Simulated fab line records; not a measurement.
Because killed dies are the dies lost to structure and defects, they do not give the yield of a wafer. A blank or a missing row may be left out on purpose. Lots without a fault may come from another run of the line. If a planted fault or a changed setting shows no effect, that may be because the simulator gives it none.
fab line records	flow sfq-line
record: lots: 5	wafers: 23
route steps=325 shown M5@202 A5B@209 R5@213 I5@233 M6@252 I6@277 M7@288
start-h: the number of hours between the record's first day and the start of the first shown wafer of the lot	wait-h: hours since the lot's step before	" as in the row above	L1.1+2: several wafers, shown together as one row	- no value present, or no start provided	* or withheld: withheld	< > ~ a bound
route shown NAME@n: a module of which the file shows steps, and the number in the route of the first	usual: mean/standard deviation taken from wafers without a fault	same: alike in all rows	chamber/n: place in a boat	sites: per-site readings	_std_site: standard deviation across them	_edge_site: the outer-site mean with the inner-site mean subtracted	radius-mm: for every site, how far away it sits from the centre of the wafer	mask NAME#n: copy n	behind: tool/chamber where the wafer was last shaped	hold: what put the lot on hold/how long, in hours/how the hold closed	device: transistor that didn't switch, given as n, p or np	end of line: tests run on the same wafers once the route is complete	a step given without rows: its recipe and nothing more	killed: dies lost to structure and defects at the first sort, not the wafer's yield	map: shows each die of a wafer: x if killed, . if not, _ if none is there
set.NAME: the run value of the setting; set.NAME@STEP: its run value at that earlier step	model.NAME: the simulator's own value behind a step, which no gauge read
lots whose settings were changed on purpose; a table a step, a row a wafer
== steps ==
step: SFQ_TRILAYER_M5_LITHO_PEB_126
recipe: peb-temp-c: 115	peb-time-s: 60	resist: KrF
lot.wafer	tool	chamber	start-h	wait-h	set.peb-temp-c
L074.1+3+6	litho-track-01	0	1157.15	1.0	115
L074.2+5	"	0	"	"	112.8
L075.1+2	litho-track-03	0	1161.95	1.0	115
L075.3+5+6	"	0	"	"	114.1
L078.1+5	litho-track-01	0	1183.55	1.0	115
L078.2+3+4	"	0	"	"	112.3
L079.2+4+6	litho-track-01	0	1195.70	0.8	115
L082.2+3+5	litho-track-01	0	1328.65	0.8	115
L082.4+6	"	0	"	"	111.5
step: SFQ_TRILAYER_M5_LITHO_DEVELOP_125
recipe: time-s: 60	resist: KrF
step: SFQ_TRILAYER_M5_BARC_OPEN_METAL_ETCH_161
recipe: mask-material: PR	chemistry: O2	target-depth-nm: 125	target: BARC	icp-w: 600	bias-w: 80	pressure-mtorr: 10	time-s: 41.7
lot.wafer	tool	chamber	start-h	wait-h	set.peb-temp-c@TRILAYER_M5_LITHO_PEB_126	model.M5.cd-nm
L074.1	rie-metal-01	0	1157.49	0.0	115	701.7
L074.2	"	1	"	"	112.8	746.4
L074.3	"	0	"	"	115	701.1
L074.5	"	0	"	"	112.8	746.5
L074.6	"	1	"	"	115	703.5
L075.1	rie-metal-02	0	1162.29	0.0	115	700.3
L075.2	"	1	"	"	115	699.2
L075.3	"	0	"	"	114.1	719.3
L075.5	"	1	"	"	114.1	717.8
L075.6	"	0	"	"	114.1	718.6
L078.1	rie-metal-03	1	1183.89	0.0	115	698.5
L078.2	"	0	"	"	112.3	754.3
L078.3	"	1	"	"	112.3	755.2
L078.4	"	0	"	"	112.3	754.1
L078.5	"	1	"	"	115	698.8
L079.2	rie-metal-01	1	1196.01	0.0	115	696.8
L079.4	"	0	"	"	115	699.4
L079.6	"	0	"	"	115	697
L082.2	rie-metal-03	0	1328.97	0.0	115	697.7
L082.3	"	1	"	"	115	700.6
L082.4	"	0	"	"	111.5	773.2
L082.5	"	1	"	"	115	700
L082.6	"	0	"	"	111.5	774.2
step: SFQ_TRILAYER_A5B_DEP_PECVD_129
recipe: material: SiO2	temp-c: 150	time-s: 133.33	pressure-torr: 2.4	rf-w: 183.3	precursor: SiH4/N2O	target-thk-nm: 600
lot.wafer	tool	chamber	start-h	wait-h	set.time-s	model.SiO2_of_TRILAYER_A5B_DEP_PECVD_129.thk-nm
L074.1	pecvd-01	0	1158.52	0.0	144.8	636.9
L074.2	"	1	"	"	144.8	639.9
L074.3	"	2	"	"	133.33	579.8
L074.5	"	2	"	"	144.8	648.3
L074.6	"	0	"	"	133.33	589.2
L075.1	pecvd-03	1	1163.32	0.0	150.5	668.7
L075.2	"	0	"	"	133.33	594.6
L075.3	"	2	"	"	150.5	669.3
L075.5	"	0	"	"	133.33	601.9
L075.6	"	1	"	"	150.5	684.6
L078.1	pecvd-01	0	1184.92	0.0	133.33	599.3
L078.2	"	2	"	"	133.33	603
L078.3	"	0	"	"	116.2	524.5
L078.4	"	2	"	"	116.2	529.1
L078.5	"	0	"	"	116.2	527.3
L079.2	pecvd-01	1	1197.04	0.0	133.33	605.9
L079.4	"	1	"	"	133.33	611.4
L079.6	"	0	"	"	133.33	602.8
L082.2	pecvd-01	2	1329.99	0.0	133.33	593.9
L082.3	"	0	"	"	147	663.9
L082.4	"	1	"	"	133.33	614.4
L082.5	"	0	"	"	147	669.2
L082.6	"	2	"	"	133.33	596.9
step: SFQ_TRILAYER_R5_DEP_SPUTTER_133
recipe: material: MoNx	base-pressure-pa: 1.33e-06	target-thk-nm: 40	power-w: 1000	time-s: 66.7	chamber-pressure-pa: 0.4
lot.wafer	tool	chamber	start-h	wait-h	set.time-s	model.MoNx_of_TRILAYER_R5_DEP_SPUTTER_133.thk-nm
L074.1	pvd-sputter-06	-	1166.47	0.0	73.55	44.39
L074.2	"	-	"	"	66.7	40.05
L074.3	"	-	"	"	66.7	39.31
L074.5	"	-	"	"	73.55	44.2
L074.6	"	-	"	"	66.7	40.36
L075.1	pvd-sputter-06	-	1169.47	0.0	66.7	40.02
L075.2	"	-	"	"	60.64	37.13
L075.3	"	-	"	"	66.7	40.57
L075.5	"	-	"	"	60.64	37.11
L075.6	"	-	"	"	60.64	36.47
L078.1	pvd-sputter-03	-	1191.15	0.0	66.7	41
L078.2	"	-	"	"	66.7	40.99
L078.3	"	-	"	"	66.7	41.28
L078.4	"	-	"	"	66.7	41.59
L078.5	"	-	"	"	66.7	41.17
L079.2	pvd-sputter-03	-	1201.35	0.0	66.7	40.03
L079.4	"	-	"	"	66.7	40.4
L079.6	"	-	"	"	66.7	39.78
L082.2	pvd-sputter-03	-	1334.30	0.0	70.3	42.03
L082.3	"	-	"	"	70.3	42.3
L082.4	"	-	"	"	66.7	40.04
L082.5	"	-	"	"	66.7	40.29
L082.6	"	-	"	"	70.3	41.82
step: SFQ_TRILAYER_R5_DEP_SPUTTER_134
recipe: material: Ti	base-pressure-pa: 1.33e-06	target-thk-nm: 5	power-w: 2000	time-s: 5	chamber-pressure-pa: 0.4
step: SFQ_R5_RS_MEAS_933
recipe: thk-meas-gauge: four-point-probe	reads: Ti_of_TRILAYER_R5_DEP_SPUTTER_134+MoNx_of_TRILAYER_R5_DEP_SPUTTER_133+Ti_of_TRILAYER_R5_DEP_SPUTTER_132
usual: R5_MONX_RS: 7.02/0.065
lot.wafer	tool	chamber	start-h	wait-h	set.time-s@TRILAYER_R5_DEP_SPUTTER_133	R5_MONX_RS[ohm/sq]
L074.1	film-metro-03	-	1166.54	0.0	73.55	6.40
L074.2	"	-	"	"	66.7	7.03
L074.3	"	-	"	"	66.7	7.18
L074.5	"	-	"	"	73.55	6.43
L074.6	"	-	"	"	66.7	6.99
L075.1	film-metro-01	-	1169.54	0.0	66.7	7.07
L075.2	"	-	"	"	60.64	7.58
L075.3	"	-	"	"	66.7	6.98
L075.5	"	-	"	"	60.64	7.58
L075.6	"	-	"	"	60.64	7.73
L078.1	film-metro-02	-	1191.22	0.0	66.7	6.91
L078.2	"	-	"	"	66.7	6.89
L078.3	"	-	"	"	66.7	6.85
L078.4	"	-	"	"	66.7	6.81
L078.5	"	-	"	"	66.7	6.86
L079.2	film-metro-01	-	1201.45	0.0	66.7	7.08
L079.4	"	-	"	"	66.7	7.01
L079.6	"	-	"	"	66.7	7.11
L082.2	film-metro-03	-	1334.40	0.0	70.3	6.75
L082.3	"	-	"	"	70.3	6.71
L082.4	"	-	"	"	66.7	7.06
L082.5	"	-	"	"	66.7	7.04
L082.6	"	-	"	"	70.3	6.78
step: SFQ_R5_THK_MEAS_934
recipe: thk-meas-gauge: xrf	reads: MoNx_of_TRILAYER_R5_DEP_SPUTTER_133
usual: R5_MONX_THK: 40.3/0.46
lot.wafer	tool	chamber	start-h	wait-h	set.time-s@TRILAYER_R5_DEP_SPUTTER_133	R5_MONX_THK[nm]
L074.1	film-metro-03	-	1166.66	0.1	73.55	44.5
L074.2	"	-	"	"	66.7	40.1
L074.3	"	-	"	"	66.7	39.8
L074.5	"	-	"	"	73.55	44.3
L074.6	"	-	"	"	66.7	40.5
L075.1	film-metro-01	-	1169.66	0.1	66.7	39.8
L075.2	"	-	"	"	60.64	36.8
L075.3	"	-	"	"	66.7	40.2
L075.5	"	-	"	"	60.64	36.7
L075.6	"	-	"	"	60.64	36.3
L078.1	film-metro-02	-	1191.34	0.1	66.7	41.3
L078.2	"	-	"	"	66.7	41.2
L078.3	"	-	"	"	66.7	41.7
L078.4	"	-	"	"	66.7	41.8
L078.5	"	-	"	"	66.7	41.5
L079.2	film-metro-01	-	1201.56	0.1	66.7	40.2
L079.4	"	-	"	"	66.7	39.9
L079.6	"	-	"	"	66.7	39.7
L082.2	film-metro-03	-	1334.51	0.1	70.3	42.1
L082.3	"	-	"	"	70.3	42.3
L082.4	"	-	"	"	66.7	40.1
L082.5	"	-	"	"	66.7	40.3
L082.6	"	-	"	"	70.3	41.9
step: SFQ_TRILAYER_R5_BARC_OPEN_METAL_ETCH_177
recipe: mask-material: PR	chemistry: O2	target-depth-nm: 125	target: BARC	icp-w: 600	bias-w: 80	pressure-mtorr: 10	time-s: 41.7
usual: oes-product-au: 0.685/0.0044
lot.wafer	tool	chamber	start-h	wait-h	set.time-s	oes-product-au
L074.1	rie-metal-02	0	1308.41	0.0	41.7	0.684
L074.2	"	1	"	"	41.7	0.683
L074.3	"	1	"	"	41.7	0.686
L074.5	"	0	"	"	41.7	0.687
L074.6	"	1	"	"	41.7	0.680
L075.1	rie-metal-02	1	1312.01	0.0	41.7	0.685
L075.2	"	0	"	"	41.7	0.690
L075.3	"	1	"	"	41.7	0.680
L075.5	"	1	"	"	45.65	0.679
L075.6	"	0	"	"	45.65	0.674
L078.1	rie-metal-02	1	1334.81	0.0	41.7	0.686
L078.2	"	0	"	"	41.7	0.682
L078.3	"	1	"	"	41.7	0.682
L078.4	"	0	"	"	41.7	0.690
L078.5	"	0	"	"	41.7	0.684
L079.2	rie-metal-03	1	1336.01	0.0	41.7	0.686
L079.4	"	0	"	"	41.7	0.683
L079.6	"	1	"	"	41.7	0.682
L082.2	rie-metal-04	0	1463.36	0.0	41.7	0.689
L082.3	"	1	"	"	46.82	0.670
L082.4	"	0	"	"	46.82	0.674
L082.5	"	0	"	"	46.82	0.671
L082.6	"	1	"	"	41.7	0.691
step: SFQ_TRILAYER_I5_LITHO_PEB_147
recipe: peb-temp-c: 115	peb-time-s: 60	resist: KrF
lot.wafer	tool	chamber	start-h	wait-h	set.peb-time-s
L074.1+2+3+5+6	litho-track-03	0	1311.27	1.0	60
L075.1+3+5	litho-track-01	0	1314.87	1.0	62.8
L075.2+6	"	0	"	"	60
L078.1+2+4	litho-track-04	0	1464.22	1.0	64.71
L078.3+5	"	0	"	"	60
L079.2+4+6	litho-track-04	0	1465.45	0.8	60
L082.2+5	litho-track-04	0	1585.41	0.8	60
L082.3+4+6	"	0	"	"	51.93
step: SFQ_TRILAYER_I5_BARC_OPEN_VIA_ETCH_200
recipe: mask-material: PR	chemistry: O2	target-depth-nm: 125	target: BARC	source-w: 500	bias-w: 80	pressure-mtorr: 30	time-s: 41.7
lot.wafer	tool	chamber	start-h	wait-h	set.bias-w	set.peb-time-s@TRILAYER_I5_LITHO_PEB_147	model.I5.cd-nm
L074.1	rie-diel-02	2	1311.61	0.0	83.8	60	699.1
L074.2	"	3	"	"	80	60	702
L074.3	"	0	"	"	80	60	700.3
L074.5	"	2	"	"	83.8	60	700.9
L074.6	"	3	"	"	83.8	60	700.8
L075.1	rie-diel-03	3	1315.21	0.0	88.12	62.8	705.8
L075.2	"	2	"	"	80	60	699.1
L075.3	"	0	"	"	80	62.8	704.8
L075.5	"	1	"	"	88.12	62.8	704.7
L075.6	"	2	"	"	88.12	60	698.8
L078.1	rie-diel-02	1	1464.56	0.0	84.44	64.71	710.5
L078.2	"	3	"	"	84.44	64.71	711.2
L078.3	"	2	"	"	80	60	699
L078.4	"	0	"	"	80	64.71	711.7
L078.5	"	1	"	"	84.44	60	699.5
L079.2	rie-diel-04	3	1465.76	0.0	80	60	700.6
L079.4	"	0	"	"	80	60	700.3
L079.6	"	0	"	"	80	60	700.4
L082.2	rie-diel-03	1	1585.72	0.0	80	60	699.8
L082.3	"	3	"	"	83.86	51.93	679
L082.4	"	2	"	"	80	51.93	678
L082.5	"	2	"	"	80	60	700.3
L082.6	"	1	"	"	83.86	51.93	679.4
step: SFQ_TRILAYER_M6_DEP_SPUTTER_157
recipe: material: Nb	base-pressure-pa: 1.33e-06	chamber-pressure-pa: 0.1333	substrate-temp-c: 20	target-thk-nm: 200	power-w: 2000	time-s: 133.3
lot.wafer	tool	chamber	start-h	wait-h	set.power-w	model.Nb_of_TRILAYER_M6_DEP_SPUTTER_157.thk-nm
L074.1	pvd-sputter-05	-	1445.53	0.0	2000	199.2
L074.2	"	-	"	"	2000	200.5
L074.3	"	-	"	"	2000	203
L074.5	"	-	"	"	1775	177.7
L074.6	"	-	"	"	1775	176.9
L075.1	pvd-sputter-04	-	1449.85	0.0	1862	184.1
L075.2	"	-	"	"	2000	199.2
L075.3	"	-	"	"	2000	201.1
L075.5	"	-	"	"	2000	198.8
L075.6	"	-	"	"	1862	189
L078.1	pvd-sputter-05	-	1468.70	0.0	2000	200.5
L078.2	"	-	"	"	1777	181.6
L078.3	"	-	"	"	2000	199.9
L078.4	"	-	"	"	1777	180.4
L078.5	"	-	"	"	1777	182.8
L079.2	pvd-sputter-03	-	1469.92	0.0	2000	200.8
L079.4	"	-	"	"	2000	198.2
L079.6	"	-	"	"	2000	200.5
L082.2	pvd-sputter-04	-	1589.87	0.0	2140	214.7
L082.3	"	-	"	"	2000	198.8
L082.4	"	-	"	"	2140	213.4
L082.5	"	-	"	"	2000	197.9
L082.6	"	-	"	"	2000	200.6
step: SFQ_M6_RS_MEAS_938
recipe: thk-meas-gauge: four-point-probe	reads: Nb_of_TRILAYER_M6_DEP_SPUTTER_157
usual: M6_NB_RS: 0.889/0.0093
lot.wafer	tool	chamber	start-h	wait-h	set.power-w@TRILAYER_M6_DEP_SPUTTER_157	M6_NB_RS[ohm/sq]
L074.1	film-metro-03	-	1445.62	0.0	2000	0.895
L074.2	"	-	"	"	2000	0.887
L074.3	"	-	"	"	2000	0.875
L074.5	"	-	"	"	1775	1.004
L074.6	"	-	"	"	1775	1.005
L075.1	film-metro-03	-	1449.94	0.0	1862	0.969
L075.2	"	-	"	"	2000	0.894
L075.3	"	-	"	"	2000	0.886
L075.5	"	-	"	"	2000	0.894
L075.6	"	-	"	"	1862	0.943
L078.1	film-metro-04	-	1468.79	0.0	2000	0.887
L078.2	"	-	"	"	1777	0.978
L078.3	"	-	"	"	2000	0.890
L078.4	"	-	"	"	1777	0.986
L078.5	"	-	"	"	1777	0.972
L079.2	film-metro-03	-	1470.03	0.1	2000	0.886
L079.4	"	-	"	"	2000	0.899
L079.6	"	-	"	"	2000	0.891
L082.2	film-metro-03	-	1589.98	0.1	2140	0.830
L082.3	"	-	"	"	2000	0.896
L082.4	"	-	"	"	2140	0.833
L082.5	"	-	"	"	2000	0.900
L082.6	"	-	"	"	2000	0.889
step: SFQ_TRILAYER_M6_LITHO_PEB_162
recipe: peb-temp-c: 115	peb-time-s: 60	resist: KrF
lot.wafer	tool	chamber	start-h	wait-h	set.peb-time-s
L074.1+2+5	litho-track-01	0	1565.76	1.0	65.68
L074.3+6	"	0	"	"	60
L075.1+2+5	litho-track-02	0	1569.36	1.0	60
L075.3+6	"	0	"	"	67.49
L078.1+2	litho-track-01	0	1588.99	1.0	56.38
L078.3+4+5	"	0	"	"	60
L079.2+4+6	litho-track-03	0	1590.91	0.9	60
L082.2+6	litho-track-01	0	1595.66	0.8	56.33
L082.3+4+5	"	0	"	"	60
step: SFQ_TRILAYER_M6_LITHO_DEVELOP_161
recipe: time-s: 60	resist: KrF
step: SFQ_TRILAYER_M6_BARC_OPEN_METAL_ETCH_206
recipe: mask-material: PR	chemistry: O2	target-depth-nm: 125	target: BARC	icp-w: 600	bias-w: 80	pressure-mtorr: 10	time-s: 41.7
lot.wafer	tool	chamber	start-h	wait-h	set.peb-time-s@TRILAYER_M6_LITHO_PEB_162	model.M6.cd-nm
L074.1	rie-metal-01	0	1566.10	0.0	65.68	487.6
L074.2	"	0	"	"	65.68	485.7
L074.3	"	0	"	"	60	499.5
L074.5	"	0	"	"	65.68	486.1
L074.6	"	0	"	"	60	498.3
L075.1	rie-metal-02	1	1569.70	0.0	60	500.5
L075.2	"	0	"	"	60	499.6
L075.3	"	1	"	"	67.49	485.9
L075.5	"	1	"	"	60	500.8
L075.6	"	0	"	"	67.49	484.4
L078.1	rie-metal-03	1	1589.32	0.0	56.38	508.5
L078.2	"	0	"	"	56.38	508.7
L078.3	"	0	"	"	60	498.8
L078.4	"	1	"	"	60	500
L078.5	"	0	"	"	60	498.5
L079.2	rie-metal-02	0	1591.22	0.0	60	500.9
L079.4	"	0	"	"	60	500.4
L079.6	"	0	"	"	60	500.5
L082.2	rie-metal-02	1	1595.97	0.0	56.33	509.7
L082.3	"	1	"	"	60	501.7
L082.4	"	0	"	"	60	500
L082.5	"	1	"	"	60	501
L082.6	"	0	"	"	56.33	510.7
step: SFQ_TRILAYER_M6_ETCH_METAL_ETCH_162
recipe: target: Nb	stop-on: SiO2	mask-material: PR	chemistry: Cl2/Ar	target-depth-nm: 240	icp-w: 600	bias-w: 80	pressure-mtorr: 10	time-s: 116.9
usual: oes-product-au: 0.907/0.007
lot.wafer	tool	chamber	start-h	wait-h	set.power-w@TRILAYER_M6_DEP_SPUTTER_157	oes-product-au
L074.1	rie-metal-01	0	1566.22	0.1	2000	0.904
L074.2	"	0	"	"	2000	0.911
L074.3	"	0	"	"	2000	0.920
L074.5	"	0	"	"	1775	0.851
L074.6	"	0	"	"	1775	0.846
L075.1	rie-metal-02	1	1569.76	0.0	1862	0.870
L075.2	"	0	"	"	2000	0.897
L075.3	"	1	"	"	2000	0.911
L075.5	"	1	"	"	2000	0.908
L075.6	"	0	"	"	1862	0.881
L078.1	rie-metal-03	1	1589.38	0.0	2000	0.910
L078.2	"	0	"	"	1777	0.866
L078.3	"	0	"	"	2000	0.911
L078.4	"	1	"	"	1777	0.844
L078.5	"	0	"	"	1777	0.870
L079.2	rie-metal-02	0	1591.28	0.0	2000	0.905
L079.4	"	0	"	"	2000	0.902
L079.6	"	0	"	"	2000	0.918
L082.2	rie-metal-02	1	1596.03	0.0	2140	0.951
L082.3	"	1	"	"	2000	0.900
L082.4	"	0	"	"	2140	0.940
L082.5	"	1	"	"	2000	0.895
L082.6	"	0	"	"	2000	0.907
step: SFQ_TRILAYER_I6_VIA_BARC_OPEN_VIA_ETCH_235
recipe: mask-material: PR	chemistry: O2	target-depth-nm: 125	target: BARC	source-w: 500	bias-w: 80	pressure-mtorr: 30	time-s: 41.7
lot.wafer	tool	chamber	start-h	wait-h	set.source-w	model.KrF_of_TRILAYER_I6_VIA_LITHO_COAT_169.thk-nm
L074.1	rie-diel-04	0	1716.45	0.0	500	577.4
L074.2	"	3	"	"	500	576.4
L074.3	"	1	"	"	517.2	575.5
L074.5	"	1	"	"	517.2	575.6
L074.6	"	0	"	"	500	578.9
L075.1	rie-diel-04	2	1720.05	0.0	483.9	572.7
L075.2	"	1	"	"	483.9	573.8
L075.3	"	3	"	"	483.9	574.2
L075.5	"	0	"	"	500	572.6
L075.6	"	3	"	"	500	571.5
L078.1	rie-diel-04	3	1730.85	0.0	542.9	569.9
L078.2	"	1	"	"	542.9	570.7
L078.3	"	2	"	"	542.9	568.4
L078.4	"	0	"	"	500	573.6
L078.5	"	3	"	"	500	574.1
L079.2	rie-diel-01	3	1732.05	0.0	500	571.1
L079.4	"	3	"	"	500	570.1
L079.6	"	2	"	"	500	570.2
L082.2	rie-diel-02	1	1738.05	0.0	471.2	575.6
L082.3	"	2	"	"	500	572.9
L082.4	"	3	"	"	500	573.9
L082.5	"	3	"	"	471.2	575.1
L082.6	"	0	"	"	471.2	575.7
step: SFQ_TRILAYER_M7_LITHO_EXPOSE_178
recipe: mask-id: M7	na: 0.6	source-shape: conventional	sigma-outer: 0.65	target-cd-nm: 500	dose-mj: 14.4
lot.wafer	tool	chamber	start-h	wait-h	mask	set.dose-mj
L074.1+2+3+5+6	krf-scanner-02	0	1724.69	-	M7#0	14.4
L075.1+2+5	krf-scanner-02	0	1729.49	-	M7#0	14.4
L075.3+6	"	0	"	"	M7#0	13.35
L078.1+2+5	krf-scanner-02	0	1737.89	-	M7#0	14.4
L078.3+4	"	0	"	"	M7#0	13.49
L079.2+4+6	krf-scanner-01	0	1834.12	-	M7#0	14.4
L082.2+3+5	krf-scanner-01	0	1844.92	-	M7#0	13.56
L082.4+6	"	0	"	"	M7#0	14.4
step: SFQ_TRILAYER_M7_LITHO_PEB_180
recipe: peb-temp-c: 115	peb-time-s: 60	resist: KrF
step: SFQ_TRILAYER_M7_LITHO_DEVELOP_179
recipe: time-s: 60	resist: KrF
step: SFQ_TRILAYER_M7_BARC_OPEN_METAL_ETCH_229
recipe: mask-material: PR	chemistry: O2	target-depth-nm: 125	target: BARC	icp-w: 600	bias-w: 80	pressure-mtorr: 10	time-s: 41.7
lot.wafer	tool	chamber	start-h	wait-h	set.dose-mj@TRILAYER_M7_LITHO_EXPOSE_178	model.M7.cd-nm
L074.1	rie-metal-04	0	1726.23	0.0	14.4	497.2
L074.2	"	1	"	"	14.4	499.5
L074.3	"	1	"	"	14.4	498.2
L074.5	"	0	"	"	14.4	499.4
L074.6	"	1	"	"	14.4	499.6
L075.1	rie-metal-04	0	1731.03	0.0	14.4	497.2
L075.2	"	1	"	"	14.4	495.3
L075.3	"	1	"	"	13.35	508.1
L075.5	"	0	"	"	14.4	497.3
L075.6	"	1	"	"	13.35	509.6
L078.1	rie-metal-03	1	1739.43	0.0	14.4	501.8
L078.2	"	0	"	"	14.4	500.9
L078.3	"	0	"	"	13.49	511.4
L078.4	"	1	"	"	13.49	513
L078.5	"	0	"	"	14.4	501.3
L079.2	rie-metal-03	1	1835.46	0.0	14.4	499.9
L079.4	"	0	"	"	14.4	499.1
L079.6	"	1	"	"	14.4	501.2
L082.2	rie-metal-04	0	1846.26	0.0	13.56	509
L082.3	"	0	"	"	13.56	508.4
L082.4+6	"	1	"	"	14.4	499.4
L082.5	"	0	"	"	13.56	508.6
== key ==
split: step: SFQ_TRILAYER_M5_LITHO_PEB_126	setting: peb-temp-c	stated: 115	by: wafer
response: step: SFQ_TRILAYER_M5_BARC_OPEN_METAL_ETCH_161	reading: model.M5.cd-nm	change: -24	per: 1%	r: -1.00
split: step: SFQ_TRILAYER_A5B_DEP_PECVD_129	setting: time-s	stated: 133.33	by: wafer
response: step: SFQ_TRILAYER_A5B_DEP_PECVD_129	reading: model.SiO2_of_TRILAYER_A5B_DEP_PECVD_129.thk-nm	change: +6.05	per: 1%	r: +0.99
split: step: SFQ_TRILAYER_R5_DEP_SPUTTER_133	setting: time-s	stated: 66.7	by: wafer
response: step: SFQ_TRILAYER_R5_DEP_SPUTTER_133	reading: model.MoNx_of_TRILAYER_R5_DEP_SPUTTER_133.thk-nm	change: +0.396	per: 1%	r: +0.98
response: step: SFQ_R5_RS_MEAS_933	reading: R5_MONX_RS	change: -0.0637	per: 1%	r: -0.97
response: step: SFQ_R5_THK_MEAS_934	reading: R5_MONX_THK	change: +0.393	per: 1%	r: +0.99
split: step: SFQ_TRILAYER_R5_BARC_OPEN_METAL_ETCH_177	setting: time-s	stated: 41.7	by: wafer
response: step: SFQ_TRILAYER_R5_BARC_OPEN_METAL_ETCH_177	reading: oes-product-au	change: -0.00129	per: 1%	r: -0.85
split: step: SFQ_TRILAYER_I5_LITHO_PEB_147	setting: peb-time-s	stated: 60	by: wafer
response: step: SFQ_TRILAYER_I5_BARC_OPEN_VIA_ETCH_200	reading: model.I5.cd-nm	change: +1.55	per: 1%	r: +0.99
split: step: SFQ_TRILAYER_I5_BARC_OPEN_VIA_ETCH_200	setting: bias-w	stated: 80	by: wafer
response none clear
split: step: SFQ_TRILAYER_M6_DEP_SPUTTER_157	setting: power-w	stated: 2000	by: wafer
response: step: SFQ_TRILAYER_M6_DEP_SPUTTER_157	reading: model.Nb_of_TRILAYER_M6_DEP_SPUTTER_157.thk-nm	change: +1.92	per: 1%	r: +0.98
response: step: SFQ_M6_RS_MEAS_938	reading: M6_NB_RS	change: -0.00931	per: 1%	r: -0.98
response: step: SFQ_TRILAYER_M6_ETCH_METAL_ETCH_162	reading: oes-product-au	change: +0.00517	per: 1%	r: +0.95
split: step: SFQ_TRILAYER_M6_LITHO_PEB_162	setting: peb-time-s	stated: 60	by: wafer
response: step: SFQ_TRILAYER_M6_BARC_OPEN_METAL_ETCH_206	reading: model.M6.cd-nm	change: -1.32	per: 1%	r: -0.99
split: step: SFQ_TRILAYER_I6_VIA_BARC_OPEN_VIA_ETCH_235	setting: source-w	stated: 500	by: wafer
response: step: SFQ_TRILAYER_I6_VIA_BARC_OPEN_VIA_ETCH_235	reading: model.KrF_of_TRILAYER_I6_VIA_LITHO_COAT_169.thk-nm	change: -0.459	per: 1%	r: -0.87
split: step: SFQ_TRILAYER_M7_LITHO_EXPOSE_178	setting: dose-mj	stated: 14.4	by: wafer
response: step: SFQ_TRILAYER_M7_BARC_OPEN_METAL_ETCH_229	reading: model.M7.cd-nm	change: -1.67	per: 1%	r: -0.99
